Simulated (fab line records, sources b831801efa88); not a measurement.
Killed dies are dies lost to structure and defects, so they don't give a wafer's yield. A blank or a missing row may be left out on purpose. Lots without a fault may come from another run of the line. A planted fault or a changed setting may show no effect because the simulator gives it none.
Which tool did it? | flow sky130 | 11 lots, 33 wafers sampled, at 4 steps of a route of 708

WHAT THE GAUGES READ, wafer by wafer
SKY_VIA3_RS_MEAS_22: measures by four-point-probe.
lot  | measured     | on            | VIA3_W_RS (ohm/sq)
L419 | day 39 13:37 | film_metro-04 | 0.296 0.286 0.299
L420 | day 39 19:26 | film_metro-01 | 0.296 0.298 0.293
L421 | day 40 05:46 | film_metro-01 | 0.286 0.292 0.292
L427 | day 42 02:35 | film_metro-04 | 0.294 0.293 0.296
L428 | day 42 02:40 | film_metro-01 | 0.284 0.294 0.281
L433 | day 43 10:15 | film_metro-01 | 0.294 0.295 0.292
L435 | day 45 01:56 | film_metro-02 | 0.282 0.292 0.292
L437 | day 45 03:25 | film_metro-01 | 0.288 0.277 0.285
L439 | day 45 06:37 | film_metro-02 | 0.292 0.291 0.283
L441 | day 45 15:10 | film_metro-04 | 0.291 0.290 0.282
L442 | day 45 21:08 | film_metro-02 | 0.296 0.296 0.297

WHICH TOOL RAN EACH LOT (tool, then ch and the chambers of the sampled wafers, then the start)
lot  | SKY_METAL3_METAL_ETCH_18          | SKY_VIA3_CMP_02               | SKY_VIA3_ETCH_14
L419 | rie_metal-04 ch 0, day 38 10:13   | cmp-01 ch 0,1,3, day 38 11:31 | rie_diel-04 ch 1,2, day 39 12:43
L420 | rie_metal-02 ch 0,1, day 38 16:46 | cmp-02 ch 0,2,3, day 38 18:09 | rie_diel-04 ch 1,3, day 39 18:32
L421 | rie_metal-02 ch 0,1, day 39 02:19 | cmp-01 ch 0,1, day 39 03:43   | rie_diel-04 ch 0,2,3, day 40 04:49
L427 | rie_metal-02 ch 1, day 40 23:31   | cmp-02 ch 0,1,2, day 41 00:35 | rie_diel-02 ch 0,1, day 42 01:43
L428 | rie_metal-04 ch 0,1, day 40 23:52 | cmp-01 ch 1,2,3, day 41 00:51 | rie_diel-04 ch 0,2,3, day 42 01:46
L433 | rie_metal-01 ch 0,1, day 42 09:31 | cmp-01 ch 0,1,2, day 42 10:31 | rie_diel-03 ch 0,1,2, day 43 09:22
L435 | rie_metal-02 ch 0,1, day 44 00:55 | cmp-01 ch 1,2,3, day 44 01:54 | rie_diel-04 ch 0,1,2, day 45 00:58
L437 | rie_metal-02 ch 0,1, day 44 02:23 | cmp-01 ch 0,2,3, day 44 03:26 | rie_diel-04 ch 0,3, day 45 01:59
L439 | rie_metal-02 ch 0, day 44 07:01   | cmp-01 ch 1,2,3, day 44 08:04 | rie_diel-03 ch 0,1, day 45 05:43
L441 | rie_metal-01 ch 0,1, day 44 15:08 | cmp-01 ch 0,2,3, day 44 16:13 | rie_diel-02 ch 0,1, day 45 14:13
L442 | rie_metal-01 ch 0,1, day 44 21:34 | cmp-01 ch 0,2,3, day 44 22:39 | rie_diel-02 ch 0,1,3, day 45 20:13
- SKY_METAL3_METAL_ETCH_18: etches the open film in Cl2/BCl3, stops on SiO2, target depth 845 nm, time 183.1 s.
- SKY_VIA3_CMP_02: polishes SiO2.
- SKY_VIA3_ETCH_14: etches BARC in N2/H2, stops on SiO2, time 45.9 s, target depth 60 nm.

THE ANSWER, worked out from the rows above alone
Rule: what is usual is taken from the lots themselves. Put in order of their means at a reading, lots are off if they are a third of the lots or fewer, leave a main group of 4 or more, and stand apart from it by a gap of 3 or more times the standard deviation of the main group's means; of several such gaps the widest counts. A main group whose means are all the same, to the digits that the tables above print for the reading, isn't used. A lot without any number at a reading at which 4 lots or more have one is off too. The other lots that the step has rows for count as sound.
No lot is off at any reading shown: from this, nothing can be told.

WHAT THE SIMULATOR HAD PUT IN
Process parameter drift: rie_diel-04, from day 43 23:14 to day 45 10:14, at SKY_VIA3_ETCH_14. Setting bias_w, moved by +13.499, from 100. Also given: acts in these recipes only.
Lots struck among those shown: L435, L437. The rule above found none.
